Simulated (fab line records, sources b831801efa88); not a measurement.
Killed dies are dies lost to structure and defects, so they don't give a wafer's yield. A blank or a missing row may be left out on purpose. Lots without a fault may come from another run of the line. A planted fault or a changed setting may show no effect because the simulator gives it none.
fab line records | flow gf180mcu
record lots=5 wafers=23
route steps=602 shown DUAL_GATE@147 POLY_GATE@162 HV_LDD@185 PSD@257 SALICIDE@281 CONTACT@287
start_h: hours from the record's first day to the start of the lot's first wafer shown | wait_h: hours since the lot's step before | " the same as in the row above | L1.1+2: a row that stands for several wafers | - no value, or no start given | * or withheld: withheld | < > ~ a bound
route shown NAME@n: a module of which the file shows steps, and the number in the route of the first | usual: mean/standard deviation of fault-free wafers | same: alike in all rows | chamber/n: place in a boat | sites: the reading at each site | _std_site: their standard deviation | _edge_site: outer sites' mean less inner sites' | radius_mm: how far each site lies from the wafer's centre | mask NAME#n: copy n | behind: the tool/chamber that last shaped the wafer | hold: why the lot was held/for how many hours/how that ended | device: the transistor (n, p or np) that didn't switch | end of line: the same wafers' tests at the end of the route | a step without rows: its recipe alone | killed: dies lost to structure and defects at the first sort, not the wafer's yield | map: a wafer's dies, x killed, . not, _ none there
set.NAME: the setting as run; set.NAME@STEP: as run at that earlier step | model.NAME: the simulator's own value behind a step, which no gauge read
lots whose settings were changed on purpose; a table a step, a row a wafer
## steps
# step GF_DUAL_GATE_COAT_06
# recipe resist=NOVOLAK spin_rpm=3000 resist_thk_nm=1000
# columns lot.wafer tool chamber start_h wait_h set.resist_thk_nm model.NOVOLAK_of_DUAL_GATE_COAT_06.thk_nm
L076.1+2 litho_track-04 0 190.62 0.1 1000 1002
L076.3+6 " 0 " " 1000 1003
L076.4 " 0 " " 1000 998.6
L079.2 litho_track-02 0 208.27 0.1 1000 998.5
L079.4 " 0 " " 1000 1000
L079.5 " 0 " " 1000 999.6
L081.1 litho_track-01 0 217.62 0.1 980.5 979.5
L081.2+3 " 0 " " 980.5 980.8
L081.4 " 0 " " 1000 1002
L081.6 " 0 " " 1000 999.9
L080.1 litho_track-02 0 218.04 0.1 1015 1020
L080.2 " 0 " " 1015 1017
L080.3 " 0 " " 1000 1003
L080.5 " 0 " " 1000 1006
L080.6 " 0 " " 1015 1016
L083.1 litho_track-02 0 232.29 0.1 1000 998.5
L083.2 " 0 " " 1029 1030
L083.4 " 0 " " 1000 1002
L083.5 " 0 " " 1000 1001
L083.6 " 0 " " 1029 1028
# step GF_DUAL_GATE_SOFTBAKE_07
# recipe temp_c=90 time_s=60 resist=NOVOLAK
# step GF_DUAL_GATE_EXPOSE_08
# recipe mask_id=Dualgate target_cd_nm=700 na=0.6 source_shape=conventional sigma_outer=0.6 dose_mj=137.3
# step GF_DUAL_GATE_WET_ETCH_12
# recipe chemistry=dHF target_depth_nm=13 dry=n2_spin target=SiO2 temp_c=25 dilution=100:1 time_s=260
# step GF_DUAL_GATE_STRIP_13
# recipe chemistry=O2/N2 power_w=1400 pressure_mtorr=1500 platen_temp_c=250 o2_flow_sccm=3000 n2_flow_sccm=300 overash_fraction=0.5
# usual strip_time_to_endpoint_s=12.63/0.032
# columns lot.wafer tool chamber start_h wait_h set.resist_thk_nm@DUAL_GATE_COAT_06 strip_time_to_endpoint_s
L076.1 plasma_asher-02 1 199.49 0.0 1000 12.66
L076.2 " 0 " " 1000 12.65
L076.3 " 0 " " 1000 12.65
L076.4 " 1 " " 1000 12.62
L076.6 " 0 " " 1000 12.66
L079.2 plasma_asher-04 1 217.44 0.0 1000 12.60
L079.4 " 0 " " 1000 12.61
L079.5 " 1 " " 1000 12.62
L081.1 plasma_asher-02 1 226.29 0.0 980.5 12.41
L081.2 " 0 " " 980.5 12.41
L081.3 " 1 " " 980.5 12.41
L081.4 " 0 " " 1000 12.65
L081.6 " 1 " " 1000 12.64
L080.1 plasma_asher-01 1 226.59 0.0 1015 12.79
L080.2 " 0 " " 1015 12.82
L080.3 " 0 " " 1000 12.68
L080.5 " 0 " " 1000 12.71
L080.6 " 1 " " 1015 12.82
L083.1 plasma_asher-04 1 241.74 0.0 1000 12.61
L083.2 " 0 " " 1029 12.91
L083.4 " 0 " " 1000 12.65
L083.5 " 1 " " 1000 12.64
L083.6 " 0 " " 1029 12.88
# step GF_POLY_GATE_COAT_05
# recipe resist=KrF spin_rpm=withheld resist_thk_nm=700
# columns lot.wafer tool chamber start_h wait_h set.resist_thk_nm model.KrF_of_POLY_GATE_COAT_05.thk_nm
L076.1 litho_track-03 0 - - 710.8 712.8
L076.2 " 0 " " 700 704.5
L076.3 " 0 " " 710.8 712.9
L076.4 " 0 " " 700 701.7
L076.6 " 0 " " 700 702.4
L079.2 litho_track-01 0 - - 700 700.9
L079.4 " 0 " " 700 700.2
L079.5 " 0 " " 700 700
L080.1 litho_track-01 0 - - 700 700.9
L080.2 " 0 " " 700 700
L080.3 " 0 " " 700 701.4
L080.5 " 0 " " 700 702.9
L080.6 " 0 " " 700 701.3
L081.1 litho_track-04 0 - - 700 703.7
L081.2 " 0 " " 700 701.7
L081.3 " 0 " " 667.6 670.9
L081.4 " 0 " " 700 703.6
L081.6 " 0 " " 667.6 669
L083.1 litho_track-01 0 - - 700 699.3
L083.2 " 0 " " 700 699.5
L083.4 " 0 " " 700 703
L083.5 " 0 " " 700 702.1
L083.6 " 0 " " 700 701.5
# step GF_POLY_GATE_OXIDATION_16
# recipe temp_c=850 ambient=O2 stabilise_s=600 purge_s=300 target_thk_a=40 ox_time_s=899
# columns lot.wafer tool chamber start_h wait_h set.ox_time_s model.SiO2_of_POLY_GATE_OXIDATION_16.thk_nm
L076.1 - - - 0.0 820.9 3.682
L076.2 " - " " 820.9 3.708
L076.3 " - " " 820.9 3.719
L076.4 " - " " 820.9 3.773
L076.6 " - " " 820.9 3.655
L079.2 furnace-02 0 239.28 0.3 899 3.982
L079.4 " 0 " " 899 3.993
L079.5 " 0 " " 899 3.981
L080.1 - - - 3.3 1016 4.382
L080.2 " - " " 1016 4.368
L080.3 " - " " 1016 4.315
L080.5 " - " " 1016 4.378
L080.6 " - " " 1016 4.288
L081.1 - - - 3.1 1025 4.273
L081.2 " - " " 1025 4.334
L081.3 " - " " 1025 4.411
L081.4 " - " " 1025 4.345
L081.6 " - " " 1025 4.308
L083.1 - - - 7.2 1002 4.372
L083.2 " - " " 1002 4.26
L083.4 " - " " 1002 4.299
L083.5 " - " " 1002 4.306
L083.6 " - " " 1002 4.242
# step GF_POLY_GATE_THK_MEAS_17
# recipe reads=SiO2_of_POLY_GATE_OXIDATION_16
# usual POLY_GATE_OXIDATION_THK=3.96/0.049
# columns lot.wafer tool chamber start_h wait_h set.ox_time_s@POLY_GATE_OXIDATION_16 POLY_GATE_OXIDATION_THK[nm]
L076.1 film_metro-04 - - - 820.9 3.63
L076.2 " - " " 820.9 3.73
L076.3 " - " " 820.9 3.68
L076.4 " - " " 820.9 3.71
L076.6 " - " " 820.9 3.62
L079.2 film_metro-03 - 240.54 0.0 899 4.00
L079.4 " - " " 899 3.98
L079.5 " - " " 899 3.97
L080.1 film_metro-03 - - - 1016 4.40
L080.2 " - " " 1016 4.38
L080.3 " - " " 1016 4.36
L080.5 " - " " 1016 4.30
L080.6 " - " " 1016 4.25
L081.1 film_metro-04 - - - 1025 4.24
L081.2 " - " " 1025 4.36
L081.3 " - " " 1025 4.34
L081.4 " - " " 1025 4.31
L081.6 " - " " 1025 4.32
L083.1 film_metro-04 - - - 1002 4.36
L083.2 " - " " 1002 4.26
L083.4 " - " " 1002 4.31
L083.5 " - " " 1002 4.31
L083.6 " - " " 1002 4.22
# step GF_HV_LDD_IMPLANT_09
# recipe species=As energy_kev=40 dose_cm2=1e+14 tilt_deg=7
# columns lot.wafer tool chamber start_h wait_h set.dose_cm2
L076.1+6 implanter-04 0 240.28 0.0 8.877e+13
L076.2+3+4 " 0 " " 1e+14
L079.2+4+5 implanter-02 0 258.47 0.0 1e+14
L080.1+5 implanter-01 0 271.81 0.0 8.529e+13
L080.2+3+6 " 0 " " 1e+14
L081.1+2+3+4+6 implanter-04 0 272.28 0.0 1e+14
L083.1+6 implanter-04 0 293.65 0.0 1.175e+14
L083.2+4+5 " 0 " " 1e+14
# step GF_HV_LDD_STRIP_10
# recipe chemistry=O2/N2 power_w=1400 pressure_mtorr=1500 platen_temp_c=250 o2_flow_sccm=3000 n2_flow_sccm=300 overash_fraction=0.5
# step GF_HV_LDD_TW_MEAS_11
# usual HV_LDD_TW=2419/9.4
# columns lot.wafer tool chamber start_h wait_h set.dose_cm2@HV_LDD_IMPLANT_09 HV_LDD_TW
L076.1 film_metro-04 - 240.53 0.1 8.877e+13 2341
L076.2 " - " " 1e+14 2428
L076.3 " - " " 1e+14 2415
L076.4 " - " " 1e+14 2426
L076.6 " - " " 8.877e+13 2350
L079.2 film_metro-04 - 258.71 0.1 1e+14 2416
L079.4 " - " " 1e+14 2409
L079.5 " - " " 1e+14 2423
L080.1 film_metro-02 - 272.06 0.1 8.529e+13 2324
L080.2 " - " " 1e+14 2427
L080.3 " - " " 1e+14 2424
L080.5 " - " " 8.529e+13 2306
L080.6 " - " " 1e+14 2427
L081.1 film_metro-04 - 272.53 0.1 1e+14 2415
L081.2 " - " " 1e+14 2400
L081.3 " - " " 1e+14 2409
L081.4 " - " " 1e+14 2401
L081.6 " - " " 1e+14 2413
L083.1 film_metro-04 - 293.90 0.1 1.175e+14 2522
L083.2 " - " " 1e+14 2414
L083.4 " - " " 1e+14 2402
L083.5 " - " " 1e+14 2424
L083.6 " - " " 1.175e+14 2530
# step GF_HV_LDD_DEVELOP_18
# recipe develop_time_s=60 dev_temp_c=23
# columns lot.wafer tool chamber start_h wait_h set.develop_time_s
L076.1+2+4 litho_track-01 0 257.97 0.1 60
L076.3+6 " 0 " " 66.27
L079.2+4+5 litho_track-01 0 276.60 0.1 60
L080.1+6 litho_track-03 0 289.55 0.1 60
L080.2+3+5 " 0 " " 68.69
L081.1+2 litho_track-01 0 290.07 0.1 60
L081.3+4+6 " 0 " " 56.5
L083.1+2+4+5+6 litho_track-01 0 313.42 0.1 60
# step GF_HV_LDD_CD_MEAS_19
# recipe target_cd_nm=400
# usual cd_nm=400.8/2.5
# columns lot.wafer tool chamber start_h wait_h set.develop_time_s@HV_LDD_DEVELOP_18 cd_nm
L076.1 cd_sem-01 - 258.12 0.1 60 401.9
L076.2 " - " " 60 401.9
L076.3 " - " " 66.27 412.5
L076.4 " - " " 60 400.3
L076.6 " - " " 66.27 409.1
L079.2 cd_sem-01 - 276.74 0.1 60 399.4
L079.4 " - " " 60 399.1
L079.5 " - " " 60 397.8
L080.1 cd_sem-01 - 289.70 0.1 60 400.0
L080.2 " - " " 68.69 412.2
L080.3 " - " " 68.69 413.5
L080.5 " - " " 68.69 411.7
L080.6 " - " " 60 400.6
L081.1 cd_sem-02 - 290.22 0.1 60 400.5
L081.2 " - " " 60 399.0
L081.3 " - " " 56.5 396.2
L081.4 " - " " 56.5 393.5
L081.6 " - " " 56.5 394.6
L083.1 cd_sem-02 - 313.57 0.1 60 403.8
L083.2 " - " " 60 405.2
L083.4 " - " " 60 403.2
L083.5 " - " " 60 404.3
L083.6 " - " " 60 403.6
# step GF_HV_LDD_CLEAN_51
# recipe chemistry=SC1/SC2 mix=1:4:20 temp_c=70 time_s=150 dry=n2_spin
# columns lot.wafer tool chamber start_h wait_h set.time_s
L076.1+2+3+4+6 - - - 0.1 130.4
L079.2+4+5 wet_bench-03 0 315.59 0.0 150
L080.1+2+3+5+6 - - - 0.1 128.4
L081.1+2+3+4+6 - - - 0.1 150
L083.1+2+4+5+6 - - - 0.1 134.9
# step GF_HV_LDD_RTA_52
# recipe temp_c=1000 time_s=10 ambient=N2
# step GF_HV_LDD_RS_MEAS_53
# recipe thk_meas_gauge=four-point-probe
# usual HV_LDD_RS=417.9/0.78
# columns lot.wafer tool chamber start_h wait_h set.dose_cm2@HV_LDD_IMPLANT_09 HV_LDD_RS[ohm/sq]
L076.1 film_metro-04 - 296.85 0.1 8.877e+13 -
L076.2 " - " " 1e+14 -
L076.3 " - " " 1e+14 -
L076.4 " - " " 1e+14 417.7
L076.6 " - " " 8.877e+13 437.1
L079.2 film_metro-04 - 315.73 0.1 1e+14 418.8
L079.4 " - " " 1e+14 417.2
L079.5 " - " " 1e+14 417.9
L080.1 film_metro-02 - 329.08 0.1 8.529e+13 445.5
L080.2 " - " " 1e+14 419.2
L080.3 " - " " 1e+14 416.5
L080.5 " - " " 8.529e+13 448.6
L080.6 " - " " 1e+14 418.8
L081.1 film_metro-02 - 329.37 0.1 1e+14 419.4
L081.2 " - " " 1e+14 -
L081.3 " - " " 1e+14 -
L081.4 " - " " 1e+14 419.0
L081.6 " - " " 1e+14 -
L083.1 film_metro-01 - 355.14 0.1 1.175e+14 390.6
L083.2 " - " " 1e+14 -
L083.4 " - " " 1e+14 421.8
L083.5 " - " " 1e+14 -
L083.6 " - " " 1.175e+14 -
# step GF_HV_LDD_ETCHBACK_58
# recipe chemistry=CH3F/O2 target=Si3N4 stop_on=SiO2 source_w=400 bias_w=80 pressure_mtorr=25 ch3f_flow_sccm=40 O2_flow_sccm=30 time_s=100 target_depth_a=900
# usual oes_product_au=0.844/0.0067
# columns lot.wafer tool chamber start_h wait_h set.time_s oes_product_au
L076.1 rie_diel-03 2 299.54 0.1 100 0.855
L076.2 " 0 " " 85.26 0.923
L076.3 " 3 " " 100 0.846
L076.4 " 1 " " 100 0.842
L076.6 " 1 " " 85.26 0.931
L079.2 rie_diel-03 0 321.40 0.0 100 0.836
L079.4 " 1 " " 100 0.833
L079.5 " 0 " " 100 0.851
L081.1 rie_diel-03 0 332.79 0.1 107.9 0.831
L081.2 " 2 " " 107.9 0.842
L081.3 " 1 " " 107.9 0.826
L081.4 " 3 " " 100 0.842
L081.6 " 3 " " 100 0.842
L080.1 rie_diel-02 2 333.33 0.1 107.8 0.840
L080.2 " 0 " " 107.8 0.835
L080.3 " 1 " " 107.8 0.827
L080.5 " 3 " " 100 0.847
L080.6 " 0 " " 100 0.844
L083.1 rie_diel-04 3 358.51 0.1 95.44 0.870
L083.2 " 2 " " 100 0.832
L083.4 " 1 " " 95.44 0.862
L083.5 " 0 " " 95.44 0.854
L083.6 " 1 " " 100 0.838
# step GF_PSD_IMPLANT_09
# recipe species=BF2 energy_kev=40 dose_cm2=1.5e+15 tilt_deg=7
# columns lot.wafer tool chamber start_h wait_h set.energy_kev model.implant.rp_nm model.implant.drp_nm
L076.1+4 implanter-01 0 339.23 0.0 41.01 29.9 16.15
L076.2+3+6 " 0 " " 40 29.3 15.87
L079.2+4+5 implanter-03 0 364.05 0.0 40 31.04 15.87
L081.1+2+3+4+6 implanter-03 0 374.72 0.0 40 30.86 15.87
L080.1+3+6 implanter-02 0 376.24 0.0 36.89 28.28 15
L080.2+5 " 0 " " 40 30.22 15.87
L083.1+2+5 implanter-01 0 403.03 0.0 40 29.33 15.87
L083.4+6 " 0 " " 43.55 31.44 16.85
# step GF_PSD_STRIP_10
# recipe chemistry=O2/N2 power_w=1400 pressure_mtorr=1500 platen_temp_c=250 o2_flow_sccm=3000 n2_flow_sccm=300 overash_fraction=0.5
# usual strip_time_to_endpoint_s=16.533/0.028
# columns lot.wafer tool chamber start_h wait_h set.energy_kev@PSD_IMPLANT_09 strip_time_to_endpoint_s
L076.1 plasma_asher-02 1 339.38 0.1 41.01 16.675
L076.2 " 0 " " 40 16.602
L076.3 " 1 " " 40 16.565
L076.4 " 0 " " 41.01 16.674
L076.6 " 1 " " 40 16.564
L079.2 plasma_asher-02 0 364.17 0.1 40 16.542
L079.4 " 0 " " 40 16.556
L079.5 " 0 " " 40 16.579
L081.1 plasma_asher-02 1 374.87 0.1 40 16.534
L081.2 " 0 " " 40 16.526
L081.3 " 0 " " 40 16.502
L081.4 " 1 " " 40 16.490
L081.6 " 1 " " 40 16.525
L080.1 plasma_asher-01 0 376.39 0.1 36.89 16.223
L080.2 " 1 " " 40 16.556
L080.3 " 0 " " 36.89 16.218
L080.5 " 1 " " 40 16.550
L080.6 " 0 " " 36.89 16.256
L083.1 plasma_asher-01 1 403.18 0.1 40 16.509
L083.2 " 0 " " 40 16.581
L083.4 " 0 " " 43.55 16.876
L083.5 " 1 " " 40 16.568
L083.6 " 0 " " 43.55 16.910
# step GF_PSD_TW_MEAS_11
# usual PSD_TW=3197/16
# columns lot.wafer tool chamber start_h wait_h set.energy_kev@PSD_IMPLANT_09 PSD_TW
L076.1 film_metro-02 - 339.48 0.1 41.01 3230
L076.2 " - " " 40 3214
L076.3 " - " " 40 3194
L076.4 " - " " 41.01 3230
L076.6 " - " " 40 3201
L079.2 film_metro-01 - 364.28 0.1 40 3180
L079.4 " - " " 40 3189
L079.5 " - " " 40 3176
L081.1 film_metro-03 - 374.97 0.1 40 3211
L081.2 " - " " 40 3201
L081.3 " - " " 40 3224
L081.4 " - " " 40 3207
L081.6 " - " " 40 3221
L080.1 film_metro-01 - 376.49 0.1 36.89 3118
L080.2 " - " " 40 3194
L080.3 " - " " 36.89 3111
L080.5 " - " " 40 3194
L080.6 " - " " 36.89 3127
L083.1 film_metro-03 - 403.28 0.1 40 3202
L083.2 " - " " 40 3211
L083.4 " - " " 43.55 3279
L083.5 " - " " 40 3199
L083.6 " - " " 43.55 3263
# step GF_SALICIDE_SPUTTER_03
# recipe material=TiN target_thk_nm=20 power_w=6500 time_s=16.7 chamber_pressure_pa=0.4
# columns lot.wafer tool chamber start_h wait_h set.power_w model.TiN_of_SALICIDE_SPUTTER_03.thk_nm
L076.1+4 pvd_sputter-03 - 362.81 0.0 6500 19.9
L076.2 " - " " 6500 19.81
L076.3 " - " " 6500 20.09
L076.6 " - " " 6500 19.92
L079.2 pvd_sputter-03 - 388.12 0.0 6500 20.01
L079.4+5 " - " " 6500 19.96
L081.1 pvd_sputter-04 - 398.19 0.0 6500 20.19
L081.2 " - " " 5995 18.72
L081.3 " - " " 5995 18.56
L081.4 " - " " 5995 18.51
L081.6 " - " " 6500 20.18
L080.1 pvd_sputter-01 - 400.06 0.0 6144 18.69
L080.2 " - " " 6500 19.72
L080.3 " - " " 6144 18.53
L080.5 " - " " 6500 19.67
L080.6 " - " " 6500 19.98
L083.1 pvd_sputter-03 - 427.94 0.0 6500 19.82
L083.2 " - " " 6730 20.32
L083.4 " - " " 6730 20.61
L083.5 " - " " 6730 20.19
L083.6 " - " " 6500 19.84
# step GF_SALICIDE_THK_MEAS_05
# recipe thk_meas_gauge=xrf reads=TiN_of_SALICIDE_SPUTTER_03
# usual SALICIDE_TIN_THK=20.00/0.25
# columns lot.wafer tool chamber start_h wait_h set.power_w@SALICIDE_SPUTTER_03 SALICIDE_TIN_THK[nm]
L076.1 film_metro-03 - 362.95 0.1 6500 20.11
L076.2 " - " " 6500 20.13
L076.3 " - " " 6500 20.34
L076.4 " - " " 6500 20.16
L076.6 " - " " 6500 20.15
L079.2 film_metro-03 - 388.28 0.1 6500 20.22
L079.4 " - " " 6500 20.19
L079.5 " - " " 6500 20.23
L081.1 film_metro-04 - 398.34 0.1 6500 20.37
L081.2 " - " " 5995 18.90
L081.3 " - " " 5995 18.69
L081.4 " - " " 5995 18.69
L081.6 " - " " 6500 20.38
L080.1 film_metro-04 - 400.20 0.1 6144 18.88
L080.2 " - " " 6500 19.85
L080.3 " - " " 6144 18.64
L080.5 " - " " 6500 19.85
L080.6 " - " " 6500 20.29
L083.1 film_metro-02 - 428.09 0.1 6500 20.02
L083.2 " - " " 6730 20.50
L083.4 " - " " 6730 20.73
L083.5 " - " " 6730 20.35
L083.6 " - " " 6500 19.94
# step GF_CONTACT_CVD_00
# recipe material=SiO2 target_thk_nm=300 sigma_open_frac=0.3 temp_c=400 time_s=50 sih4_flow_sccm=60 pressure_mtorr=6
# columns lot.wafer tool chamber start_h wait_h set.sih4_flow_sccm model.SiO2_of_CONTACT_CVD_00.thk_nm
L076.1 hdpcvd-02 2 363.50 0.2 60 297.2
L076.2 " 1 " " 60 299.6
L076.3 " 0 " " 60 304.4
L076.4 " 0 " " 52.14 263.5
L076.6 " 2 " " 52.14 260
L079.2 hdpcvd-02 0 388.73 0.1 60 300.3
L079.4 " 1 " " 60 299.9
L079.5 " 0 " " 60 299.2
L081.1 hdpcvd-02 2 398.69 0.1 51.16 252.9
L081.2 " 1 " " 51.16 256.9
L081.3 " 0 " " 60 301.9
L081.4 " 0 " " 60 298.6
L081.6 " 1 " " 60 302.2
L080.1 hdpcvd-02 2 400.55 0.1 60 295.5
L080.2 " 1 " " 60 302.8
L080.3 " 0 " " 60 305.9
L080.5 " 0 " " 60 304.4
L080.6 " 2 " " 60 294.7
L083.1 hdpcvd-02 1 428.44 0.1 60 300
L083.2 " 0 " " 53.13 265.3
L083.4 " 1 " " 60 301.5
L083.5 " 2 " " 53.13 264.7
L083.6 " 0 " " 60 300.5
# step GF_CONTACT_THK_MEAS_01
# recipe reads=SiO2_of_CONTACT_CVD_00
# usual CONTACT_CVD_00_THK=301/3.2
# columns lot.wafer tool chamber start_h wait_h set.sih4_flow_sccm@CONTACT_CVD_00 CONTACT_CVD_00_THK[nm]
L076.1 film_metro-02 - 363.55 0.0 60 297
L076.2 " - " " 60 300
L076.3 " - " " 60 304
L076.4 " - " " 52.14 264
L076.6 " - " " 52.14 260
L079.2 film_metro-04 - 388.78 0.0 60 300
L079.4 " - " " 60 300
L079.5 " - " " 60 299
L081.1 film_metro-04 - 398.73 0.0 51.16 253
L081.2 " - " " 51.16 257
L081.3 " - " " 60 302
L081.4 " - " " 60 298
L081.6 " - " " 60 302
L080.1 film_metro-02 - 400.60 0.0 60 296
L080.2 " - " " 60 302
L080.3 " - " " 60 306
L080.5 " - " " 60 305
L080.6 " - " " 60 295
L083.1 film_metro-02 - 428.49 0.0 60 300
L083.2 " - " " 53.13 266
L083.4 " - " " 60 301
L083.5 " - " " 53.13 265
L083.6 " - " " 60 301
## key
split step=GF_DUAL_GATE_COAT_06 setting=resist_thk_nm stated=1000 by=wafer
response step=GF_DUAL_GATE_COAT_06 reading=model.NOVOLAK_of_DUAL_GATE_COAT_06.thk_nm change=+9.85 per=1% r=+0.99
response step=GF_DUAL_GATE_STRIP_13 reading=strip_time_to_endpoint_s change=* per=1% r=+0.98
split step=GF_POLY_GATE_COAT_05 setting=resist_thk_nm stated=700 by=wafer
response step=GF_POLY_GATE_COAT_05 reading=model.KrF_of_POLY_GATE_COAT_05.thk_nm change=+7.08 per=1% r=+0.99
split step=GF_POLY_GATE_OXIDATION_16 setting=ox_time_s stated=899 by=lot
response step=GF_POLY_GATE_OXIDATION_16 reading=model.SiO2_of_POLY_GATE_OXIDATION_16.thk_nm change=+0.0283 per=1% r=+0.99
response step=GF_POLY_GATE_THK_MEAS_17 reading=POLY_GATE_OXIDATION_THK change=+0.0291 per=1% r=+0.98
split step=GF_HV_LDD_IMPLANT_09 setting=dose_cm2 stated=1e+14 by=wafer
response step=GF_HV_LDD_TW_MEAS_11 reading=HV_LDD_TW change=+6.88 per=1% r=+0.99
response step=GF_HV_LDD_RS_MEAS_53 reading=HV_LDD_RS change=-1.87 per=1% r=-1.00
split step=GF_HV_LDD_DEVELOP_18 setting=develop_time_s stated=60 by=wafer
response step=GF_HV_LDD_CD_MEAS_19 reading=cd_nm change=+0.863 per=1% r=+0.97
split step=GF_HV_LDD_CLEAN_51 setting=time_s stated=150 by=lot
response none clear
split step=GF_HV_LDD_ETCHBACK_58 setting=time_s stated=100 by=wafer
response step=GF_HV_LDD_ETCHBACK_58 reading=oes_product_au change=-0.004 per=1% r=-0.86
split step=GF_PSD_IMPLANT_09 setting=energy_kev stated=40 by=wafer
response step=GF_PSD_IMPLANT_09 reading=model.implant.rp_nm change=+0.243 per=1% r=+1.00
response step=GF_PSD_IMPLANT_09 reading=model.implant.drp_nm change=+0.111 per=1% r=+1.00
response step=GF_PSD_STRIP_10 reading=strip_time_to_endpoint_s change=* per=1% r=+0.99
response step=GF_PSD_TW_MEAS_11 reading=PSD_TW change=+8.6 per=1% r=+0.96
split step=GF_SALICIDE_SPUTTER_03 setting=power_w stated=6500 by=wafer
response step=GF_SALICIDE_SPUTTER_03 reading=model.TiN_of_SALICIDE_SPUTTER_03.thk_nm change=+0.202 per=1% r=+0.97
response step=GF_SALICIDE_THK_MEAS_05 reading=SALICIDE_TIN_THK change=+0.207 per=1% r=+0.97
split step=GF_CONTACT_CVD_00 setting=sih4_flow_sccm stated=60 by=wafer
response step=GF_CONTACT_CVD_00 reading=model.SiO2_of_CONTACT_CVD_00.thk_nm change=+3.06 per=1% r=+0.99
response step=GF_CONTACT_THK_MEAS_01 reading=CONTACT_CVD_00_THK change=+3.05 per=1% r=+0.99
